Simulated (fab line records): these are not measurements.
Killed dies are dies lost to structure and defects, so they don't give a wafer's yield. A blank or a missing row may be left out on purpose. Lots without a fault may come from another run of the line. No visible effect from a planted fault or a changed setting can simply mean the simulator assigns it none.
Which of the tools did it?    flow gf180mcu    24 lots with 72 wafers sampled at 2 steps, on a route of 602 steps

WHAT EACH GAUGE READ, for each wafer
GF_V3_BOW_MEAS_05.
lot   measured      on             V3_BOW (um)
L074  day 21 16:34  film_metro-02  120 123 122
L075  day 21 23:25  film_metro-04  108 102 110
L076  day 22 11:59  film_metro-02  117 119 129
L077  day 22 13:19  film_metro-03  122 113 107
L078  day 22 22:14  film_metro-04  108 115 102
L079  day 23 12:40  film_metro-02  123 126 117
L080  day 23 15:52  film_metro-04  120 126 130
L081  day 24 06:59  film_metro-03  101 100 110
L082  day 24 09:05  film_metro-02  110 128 116
L083  day 24 13:06  film_metro-04  130 121 134
L084  day 24 19:23  film_metro-04  112 106 116
L085  day 25 07:35  film_metro-02  113 113 131
L086  day 25 15:44  film_metro-02  123 103 110
L087  day 26 05:50  film_metro-02  127 110 107
L088  day 26 09:10  film_metro-04  117 111 122
L089  day 26 14:52  film_metro-03  115 127 117
L090  day 27 03:17  film_metro-04  111 110 123
L091  day 27 06:26  film_metro-04  111 113 105
L092  day 27 10:02  film_metro-02  121 119 126
L093  day 27 17:55  film_metro-04  112 113 119
L094  day 28 02:38  film_metro-02  114 127 112
L095  day 28 10:13  film_metro-03  131 130 125
L096  day 28 11:35  film_metro-04  119 120 112
L097  day 28 16:17  film_metro-03  115 119 112

GF_V3_RS_MEAS_24: measures by four-point-probe.
lot   measured      on             V3_W_RS (ohm/sq)
L074  day 22 17:17  film_metro-04  0.3275 0.3262 0.3240
L075  day 23 00:41  film_metro-03  0.3256 0.3232 0.3250
L076  day 23 13:01  film_metro-04  0.3243 0.3289 0.3270
L077  day 23 15:15  film_metro-03  0.3265 0.3285 0.3264
L078  day 23 21:37  film_metro-04  0.3334 0.3336 0.3359
L079  day 24 12:11  film_metro-03  0.3300 0.3310 0.3253
L080  day 24 14:55  film_metro-04  0.3258 0.3270 0.3258
L081  day 25 05:26  film_metro-02  0.3234 0.3254 0.3245
L082  day 25 08:49  film_metro-03  0.3306 0.3320 0.3296
L083  day 25 12:06  film_metro-02  0.3257 0.3273 0.3250
L084  day 25 18:08  film_metro-02  0.3239 0.3217 0.3288
L085  day 26 05:45  film_metro-03  0.3302 0.3295 0.3294
L086  day 26 13:29  film_metro-03  0.3306 0.3262 0.3288
L087  day 27 03:17  film_metro-03  0.3235 0.3278 0.3302
L088  day 27 06:30  film_metro-03  0.3302 0.3265 0.3257
L089  day 27 12:16  film_metro-03  0.3302 0.3297 0.3320
L090  day 28 00:20  film_metro-03  0.3291 0.3245 0.3250
L091  day 28 03:00  film_metro-03  0.3283 0.3275 0.3269
L092  day 28 07:00  film_metro-04  0.3269 0.3281 0.3252
L093  day 28 15:01  film_metro-03  0.3277 0.3281 0.3311
L094  day 28 23:54  film_metro-02  0.3313 0.3293 0.3308
L095  day 29 07:14  film_metro-04  0.3286 0.3315 0.3272
L096  day 29 08:14  film_metro-03  0.3245 0.3317 0.3272
L097  day 29 12:49  film_metro-03  0.3263 0.3290 0.3264

TOOL THAT RAN EACH LOT (tool first, then ch and the chambers of the sampled wafers, then the start)
Before these readings, the record contains no process step.

AS READ BY THE TOOLS THEMSELVES (means over the sampled wafers that have a number; for cases with no such wafer, the mark the record gives instead)
The record holds no such reading with a usual standard deviation.

THE ANSWER, worked out from the rows above alone
Rule: usual is defined by the lots themselves. The widest of any qualifying gaps counts: lots, ordered by their means at a reading, are off when they make up no more than a third of the lots, leave a main group of 4 or more, and stand apart from it by 3 or more times the standard deviation of that group's means. If all means in a main group match to the digits the tables above print for the reading, that group is not used. Also off: a lot with no number at a reading for which 4 or more lots have one. All remaining lots with rows at the step are treated as sound. After the gauges, taken in route order, come the tools' own readings; for these a lot's mean is taken, as printed above. At the first step where some lot is off, the reading lying furthest off is the one used; lots without a number count as furthest.
No lot is off on any of the readings shown, so nothing can be concluded from this.

WHAT THE SIMULATOR HAD INSERTED
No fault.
